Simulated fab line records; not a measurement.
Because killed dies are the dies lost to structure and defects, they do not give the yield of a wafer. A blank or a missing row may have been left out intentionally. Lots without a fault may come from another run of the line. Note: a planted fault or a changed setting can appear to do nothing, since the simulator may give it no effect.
Comparing a struck lot with a sound one | flow sky130 | 15 out of 708 route steps
Sound: these wafers, L525.3, L525.5, L525.6. The struck wafers were L519.1, L519.3, L519.4. Last of all comes the cause.
For every step that has rows: the tool of each side, followed by ch and its chambers, followed by its first start. Under that, the readings that differ: sound wafers | struck wafers | difference of the means | sigmas: that difference in standard deviations of wafers without a fault.
alike: a reading whose means differ by less than 2 such deviations, as well as words and numbers matching on both sides. not compared: withheld readings; readings where some wafer has no value; bounds like >300 that might hide an equal value; numbers whose values overlap and for which the record gives no deviation.
A row with sigmas, a row that says differs or no value, or rows on one side alone: a step with any of these is where the two part. Non-overlapping numbers with no deviation appear without sigmas and do not part them. Lack of a reading on every wafer of one side parts them only where that side has two or more wafers.

first, 5 steps without rows for these wafers: SKY_LDD_N_COAT_02 (resist thk 300 nm); SKY_LDD_N_SOFTBAKE_03 (time 60 s); SKY_LDD_N_EXPOSE_04 (exposes mask NTM, target cd 840 nm); SKY_LDD_N_PEB_05; SKY_LDD_N_DEVELOP_06 (develop time 60 s).
SKY_LDD_N_OVL_MEAS_07:
  struck on overlay-02, day 22 12:58; sound on overlay-02, day 24 10:14
  alike: LDD_N_OVL
then, 6 steps without rows for these wafers: SKY_LDD_N_IMPLANT_08; SKY_LDD_N_IMPLANT_09; SKY_LDD_N_IMPLANT_10; SKY_LDD_N_IMPLANT_11; SKY_LDD_N_IMPLANT_12; SKY_LDD_N_IMPLANT_13.
SKY_LDD_N_IMPLANT_14:
  sound on implanter-01 ch 0, day 24 11:12; struck on implanter-04 ch 0, day 22 13:54
  reading                   | sound                | struck               | difference | sigmas
  beam energy keV           | 50.016 50.000 49.991 | 47.547 47.533 47.551 | -2.459     | -99 or more
  model.implant.rp nm (nm)  | 32.03 32.03 32.03    | 31.12 31.12 31.12    | -0.91      |
  model.implant.drp nm (nm) | 18.83 18.83 18.83    | 18.16 18.16 18.16    | -0.67      |
following that, these wafers have no rows for 1 step: SKY_LDD_N_IMPLANT_15.
-- here the record skips 26 days between the struck wafers' starts before and after, leaving off in module LDD_N and picking up in module PAD_OPEN (first step shown: number 708 of the route) --
SKY_PAD_OPEN_PROBE_99:
  struck on prober-01, day 48 23:59; sound on prober-01, day 50 06:07
  alike: killed_at_M0_to_M3, killed_at_M4_up, killed at contacts, killed at front end, killed at other, killed dies, killed open, killed short

== WHERE THEY PART ==
Only at SKY_LDD_N_IMPLANT_14, within this record. Later steps at which nothing parts them and some readings are alike: SKY_PAD_OPEN_PROBE_99.

WHY: the cause the simulator had injected
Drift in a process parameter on implanter-04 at SKY_LDD_N_IMPLANT_14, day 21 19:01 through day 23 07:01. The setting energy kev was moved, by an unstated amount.
